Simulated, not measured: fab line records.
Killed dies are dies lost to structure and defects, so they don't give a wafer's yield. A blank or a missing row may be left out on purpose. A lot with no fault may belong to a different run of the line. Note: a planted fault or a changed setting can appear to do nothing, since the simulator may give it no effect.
A sampling plan put to the test | flow sky130 | 15 faults told of in these records, all on one fab line, each judged by the records of the lots it struck
What counts as the plan is the set of the line's own looks, namely the steps on the route at which a gauge or an inspection reads a wafer and does not change it. A look is open to judgement when struck wafers have a number at it and the file gives its usual mean and standard deviation on fault-free wafers. Caught: 4 or more of those standard deviations (sigma) separate the usual mean from the mean of the struck wafers at a look after the fault's first step. On the tool: here the same test is run on the tool's own readings at the fault's steps. Another recipe on the struck wafers, or a record that is blank for them alone, also counts as caught.

THE FAULTS, as the simulator had put them in
1. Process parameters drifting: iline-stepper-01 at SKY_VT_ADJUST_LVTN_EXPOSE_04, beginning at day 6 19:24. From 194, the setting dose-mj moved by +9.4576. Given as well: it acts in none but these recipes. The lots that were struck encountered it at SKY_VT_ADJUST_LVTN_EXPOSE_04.
2. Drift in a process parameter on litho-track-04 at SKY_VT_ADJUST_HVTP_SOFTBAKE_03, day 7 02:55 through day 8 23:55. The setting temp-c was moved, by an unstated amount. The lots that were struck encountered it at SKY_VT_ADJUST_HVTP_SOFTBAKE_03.
3. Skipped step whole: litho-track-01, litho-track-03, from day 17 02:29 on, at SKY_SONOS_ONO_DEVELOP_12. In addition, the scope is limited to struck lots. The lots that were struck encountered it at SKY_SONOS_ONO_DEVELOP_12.
4. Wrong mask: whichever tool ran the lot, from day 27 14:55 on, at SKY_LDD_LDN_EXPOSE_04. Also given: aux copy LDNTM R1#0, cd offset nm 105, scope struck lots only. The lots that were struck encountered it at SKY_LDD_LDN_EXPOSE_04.
5. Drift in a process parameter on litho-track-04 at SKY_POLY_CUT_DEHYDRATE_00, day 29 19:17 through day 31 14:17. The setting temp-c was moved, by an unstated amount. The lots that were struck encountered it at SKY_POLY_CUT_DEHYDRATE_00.
6. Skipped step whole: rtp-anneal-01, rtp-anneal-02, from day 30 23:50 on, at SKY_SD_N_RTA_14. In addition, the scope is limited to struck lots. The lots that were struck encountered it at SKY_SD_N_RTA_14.
7. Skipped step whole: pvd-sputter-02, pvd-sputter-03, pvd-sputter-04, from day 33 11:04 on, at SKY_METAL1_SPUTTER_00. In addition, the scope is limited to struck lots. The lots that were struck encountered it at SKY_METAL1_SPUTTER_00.
8. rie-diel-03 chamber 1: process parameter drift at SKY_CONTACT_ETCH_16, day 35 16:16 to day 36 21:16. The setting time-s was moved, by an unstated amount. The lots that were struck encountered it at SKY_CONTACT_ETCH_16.
9. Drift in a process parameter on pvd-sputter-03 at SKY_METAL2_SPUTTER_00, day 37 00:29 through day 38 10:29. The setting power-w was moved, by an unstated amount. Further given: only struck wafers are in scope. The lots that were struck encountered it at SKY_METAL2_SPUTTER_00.
10. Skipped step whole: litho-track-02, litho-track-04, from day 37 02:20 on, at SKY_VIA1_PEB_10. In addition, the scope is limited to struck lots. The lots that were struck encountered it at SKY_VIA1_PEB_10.
11. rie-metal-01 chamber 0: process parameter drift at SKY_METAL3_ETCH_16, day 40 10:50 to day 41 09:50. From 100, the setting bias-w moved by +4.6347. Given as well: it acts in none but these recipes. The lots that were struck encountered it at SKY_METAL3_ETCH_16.
12. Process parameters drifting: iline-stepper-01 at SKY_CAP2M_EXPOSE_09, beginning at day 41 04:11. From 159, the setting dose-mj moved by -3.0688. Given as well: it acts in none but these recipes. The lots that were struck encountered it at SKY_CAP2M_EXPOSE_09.
13. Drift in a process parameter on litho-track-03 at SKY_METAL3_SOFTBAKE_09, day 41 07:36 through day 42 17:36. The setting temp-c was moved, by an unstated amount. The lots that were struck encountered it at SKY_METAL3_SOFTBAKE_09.
14. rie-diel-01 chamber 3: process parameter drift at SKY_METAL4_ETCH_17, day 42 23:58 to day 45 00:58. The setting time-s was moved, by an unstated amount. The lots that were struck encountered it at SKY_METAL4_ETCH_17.
15. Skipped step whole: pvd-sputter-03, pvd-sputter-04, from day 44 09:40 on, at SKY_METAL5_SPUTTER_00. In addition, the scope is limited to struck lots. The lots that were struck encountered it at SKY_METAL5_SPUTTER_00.

WHAT THE PLAN SAW
fault | on the tool itself                               | first look that catches it     | reading, sigma | median hours from its first step to that look | hours from the fault's start to the first struck lot there | judged looks passed uncaught
1     | exposure-dose-mJ-cm2 +56 sigma                   | no look after it can be judged | -              | -                                             | -                                                          | 0
2     | heater-power-total-W -56 sigma                   | no look after it can be judged | -              | -                                             | -                                                          | 0
3     | the tool's record is blank for the struck wafers | no look after it can be judged | -              | -                                             | -                                                          | 0
4     | under 2 sigma                                    | no look after it can be judged | -              | -                                             | -                                                          | 0
5     | heater-power-total-W -39 sigma                   | no look after it can be judged | -              | -                                             | -                                                          | 0
6     | the tool's record is blank for the struck wafers | no look after it can be judged | -              | -                                             | -                                                          | 0
7     | the tool's record is blank for the struck wafers | no look after it can be judged | -              | -                                             | -                                                          | 0
8     | oes-product-au +17 sigma                         | no look after it can be judged | -              | -                                             | -                                                          | 0
9     | cathode-dc-power-W -99 or beyond sigma           | no look after it can be judged | -              | -                                             | -                                                          | 0
10    | no reading that can be judged                    | no look after it can be judged | -              | -                                             | -                                                          | 0
11    | bias-w +15 sigma                                 | no look after it can be judged | -              | -                                             | -                                                          | 0
12    | exposure-dose-mJ-cm2 -18 sigma                   | no look after it can be judged | -              | -                                             | -                                                          | 0
13    | plate-temp-C -32 sigma                           | no look after it can be judged | -              | -                                             | -                                                          | 0
14    | only faintly: oes-product-au +3.8 sigma          | no look after it can be judged | -              | -                                             | -                                                          | 0
15    | the tool's record is blank for the struck wafers | no look after it can be judged | -              | -                                             | -                                                          | 0
A dash: the fault is not caught, or the number is missing from these records.

Caught at a look: 0 of 15. Caught on the tool: 12 of 15. By one or the other: 12 of 15.
Faults 1, 2, 3, 5, 6, 7, 8, 9, 11, 12, 13, 15 were caught on the tool alone.
Caught by neither: faults 4, 10, 14.
